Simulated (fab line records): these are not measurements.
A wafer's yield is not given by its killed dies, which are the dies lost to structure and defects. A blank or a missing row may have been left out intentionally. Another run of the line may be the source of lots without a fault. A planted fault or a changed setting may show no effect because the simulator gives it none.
Which tool was responsible? -- flow sfq line -- 16 lots with 48 wafers sampled at 5 steps, on a route of 325 steps

## WHAT THE GAUGES READ, wafer by wafer
SFQ_I0_BOW_MEAS_907.
lot,measured,on,I0_BOW (um)
L660,day 12 13:50,film metro-02,0 -2 13
L661,day 12 20:11,film metro-02,5 2 1
L662,day 13 16:37,film metro-04,0 -4 2
L663,day 13 19:35,film metro-02,1 4 0
L664,day 14 01:37,film metro-04,-8 -5 -4
L665,day 14 10:36,film metro-02,-7 -4 -4
L666,day 14 16:35,film metro-02,3 0 11
L667,day 15 00:13,film metro-03,5 -2 4
L670,day 15 23:01,film metro-03,12 5 2
L673,day 16 19:07,film metro-03,13 -1 4
L674,day 17 09:41,film metro-02,12 8 8
L675,day 17 14:31,film metro-02,-6 -13 -3
L676,day 17 20:33,film metro-04,8 7 -7
L677,day 18 18:10,film metro-02,0 -6 12
L682,day 20 07:07,film metro-03,9 -2 -14
L683,day 20 16:11,film metro-03,0 -7 -5

SFQ_I1_OVL_MEAS_913.
lot,measured,on,I1_OVL (nm)
L660,day 24 03:55,overlay-01,12 20 7
L661,day 24 08:42,overlay-02,10 -2 6
L662,day 25 09:34,overlay-01,-5 0 0
L663,day 25 10:45,overlay-01,4 -2 -1
L664,day 25 16:46,overlay-01,57 52 56
L665,day 26 02:21,overlay-01,67 63 64
L666,day 26 23:40,overlay-01,58 56 60
L667,day 27 11:46,overlay-01,71 69 64
L670,day 28 08:01,overlay-01,11 12 13
L673,day 29 03:18,overlay-02,3 0 3
L674,day 29 11:46,overlay-01,7 12 7
L675,day 29 17:46,overlay-01,-1 -7 -1
L676,day 29 21:23,overlay-01,3 7 5
L677,day 30 07:01,overlay-02,9 4 9
L682,day 37 23:52,overlay-01,0 2 4
L683,day 38 19:53,overlay-02,-2 5 -6

## EACH LOT AND THE TOOL THAT RAN IT (in order: tool; ch and the chambers of the sampled wafers; start)
lot,SFQ_TRILAYER_I0_DEP_PECVD_027,SFQ_TRILAYER_I1_DEP_PECVD_045,SFQ_TRILAYER_I1_VIA_LITHO_EXPOSE_050
L660,"pecvd-02 ch 0,1,2, day 12 06:58","pecvd-01 ch 0,1,2, day 23 04:47","krf scanner-02 ch 0, day 24 02:59"
L661,"pecvd-03 ch 0,1,2, day 12 14:07","pecvd-01 ch 0,2, day 23 13:10","krf scanner-02 ch 0, day 24 07:35"
L662,"pecvd-02 ch 1,2, day 13 02:08","pecvd-03 ch 0,1, day 24 09:32","krf scanner-01 ch 0, day 25 08:27"
L663,"pecvd-02 ch 0,1, day 13 06:30","pecvd-02 ch 1,2, day 24 14:20","krf scanner-01 ch 0, day 25 09:15"
L664,"pecvd-04 ch 0,1, day 13 16:06","pecvd-03 ch 0,1,2, day 24 19:08","krf scanner-01 ch 0, day 25 15:39"
L665,"pecvd-02 ch 0,1, day 14 03:08","pecvd-03 ch 0,1, day 25 06:50","krf scanner-01 ch 0, day 26 01:03"
L666,"pecvd-04 ch 1,2, day 14 11:32","pecvd-01 ch 0,1, day 25 22:26","krf scanner-01 ch 0, day 26 22:10"
L667,"pecvd-02 ch 0,1,2, day 14 21:08","pecvd-02 ch 0,1, day 26 17:38","krf scanner-01 ch 0, day 27 10:16"
L670,"pecvd-03 ch 0,1,2, day 15 17:55","pecvd-03 ch 0,1, day 27 19:31","krf scanner-02 ch 0, day 28 06:30"
L673,"pecvd-02 ch 1,2, day 16 14:19","pecvd-02 ch 0,1,2, day 28 18:19","krf scanner-02 ch 0, day 29 02:00"
L674,"pecvd-03 ch 0,1, day 17 06:37","pecvd-03 ch 0,1,2, day 29 05:07","krf scanner-02 ch 0, day 29 10:16"
L675,"pecvd-02 ch 0,1,2, day 17 11:25","pecvd-03 ch 0,2, day 29 11:07","krf scanner-02 ch 0, day 29 16:28"
L676,"pecvd-02 ch 0,1,2, day 17 17:27","pecvd-01 ch 0,1,2, day 29 14:46","krf scanner-02 ch 0, day 29 20:28"
L677,"pecvd-02 ch 0,1, day 18 11:27","pecvd-02 ch 0,1, day 30 00:19","krf scanner-02 ch 0, day 30 05:31"
L682,"pecvd-04 ch 0,1, day 20 03:59","pecvd-02 ch 1,2, day 31 17:55","krf scanner-02 ch 0, day 37 22:45"
L683,"pecvd-04 ch 0,2, day 20 12:23","pecvd-03 ch 1,2, day 32 15:20","krf scanner-02 ch 0, day 38 18:34"
- SFQ_TRILAYER_I0_DEP_PECVD_027: deposits SiO2 from SiH4/N2O, time 111.11 s, target thk 500 nm.
- SFQ_TRILAYER_I1_DEP_PECVD_045: deposits SiO2 from SiH4/N2O, time 111.11 s, target thk 500 nm.
- SFQ_TRILAYER_I1_VIA_LITHO_EXPOSE_050: exposes mask I1, target cd 500 nm.

## WHAT THE TOOLS THEMSELVES READ (means of the sampled wafers that have a number; where no wafer has one, the mark that the record gives instead)
SFQ_TRILAYER_I0_DEP_PECVD_027.
lot,tool,heater power w (W),showerhead vpp V (V),throttle valve pct (%)
L660,pecvd-02,76,852,23.3
L661,pecvd-03,76,843,24.9
L662,pecvd-02,67,822,23.2
L663,pecvd-02,85,894,23.4
L664,pecvd-04,91,840,23.6
L665,pecvd-02,83,871,23.6
L666,pecvd-04,91,769,23.9
L667,pecvd-02,70,849,23.7
L670,pecvd-03,79,849,25.1
L673,pecvd-02,87,832,24.0
L674,pecvd-03,80,836,25.8
L675,pecvd-02,76,848,23.6
L676,pecvd-02,69,861,23.8
L677,pecvd-02,80,891,23.9
L682,pecvd-04,96,906,24.0
L683,pecvd-04,82,863,24.2

SFQ_TRILAYER_I1_DEP_PECVD_045.
lot,tool,heater power w (W),showerhead vpp V (V),throttle valve pct (%)
L660,pecvd-01,84,818,26.5
L661,pecvd-01,86,822,26.6
L662,pecvd-03,80,842,26.1
L663,pecvd-02,85,838,25.0
L664,pecvd-03,83,845,25.2
L665,pecvd-03,79,855,25.8
L666,pecvd-01,89,814,24.0
L667,pecvd-02,94,870,25.2
L670,pecvd-03,78,860,25.9
L673,pecvd-02,77,849,24.9
L674,pecvd-03,84,848,25.3
L675,pecvd-03,84,838,24.7
L676,pecvd-01,92,819,24.4
L677,pecvd-02,91,873,25.6
L682,pecvd-02,87,841,25.9
L683,pecvd-03,89,859,24.7

## THE ANSWER, worked out from the rows above alone
Rule: the usual values come from the lots themselves. The widest of any qualifying gaps counts: lots, ordered by their means at a reading, are off when they make up no more than a third of the lots, leave a main group of 4 or more, and stand apart from it by 3 or more times the standard deviation of that group's means. A main group is skipped when, at the precision printed for the reading in the tables above, its means are all equal. A lot without any number at a reading at which 4 lots or more have one is off too. The other lots that the step has rows for count as sound. First the gauges in route order, then the tools' own readings, where a lot's mean is used as printed above. At the first step where some lot is off, the reading lying furthest off is the one used; lots without a number count as furthest.
Off: at SFQ_I1_OVL_MEAS_913 (I1_OVL), L664, L665, L666, L667. The main group: mean 4 nm, standard deviation 5.1.
If a tool, at a process step before that reading, ran all the lots that are off and no sound lot after the first of them, it fits. The gauges at SFQ_I1_OVL_MEAS_913 are tried like those tools. One fits: SFQ_TRILAYER_I1_VIA_LITHO_EXPOSE_050 on krf scanner-01. Its last sound lot is L663 (day 25 09:15), its first lot that is off L664 (day 25 15:39): a fault that began between those two fits.

## WHAT WAS PUT IN BY THE SIMULATOR
Scanner matching overlay: krf scanner-01, from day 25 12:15 on, at SFQ_TRILAYER_I1_VIA_LITHO_EXPOSE_050. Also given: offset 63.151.
Shown lots that were struck: L664, L665, L666, L667. The rule above reached the same finding.
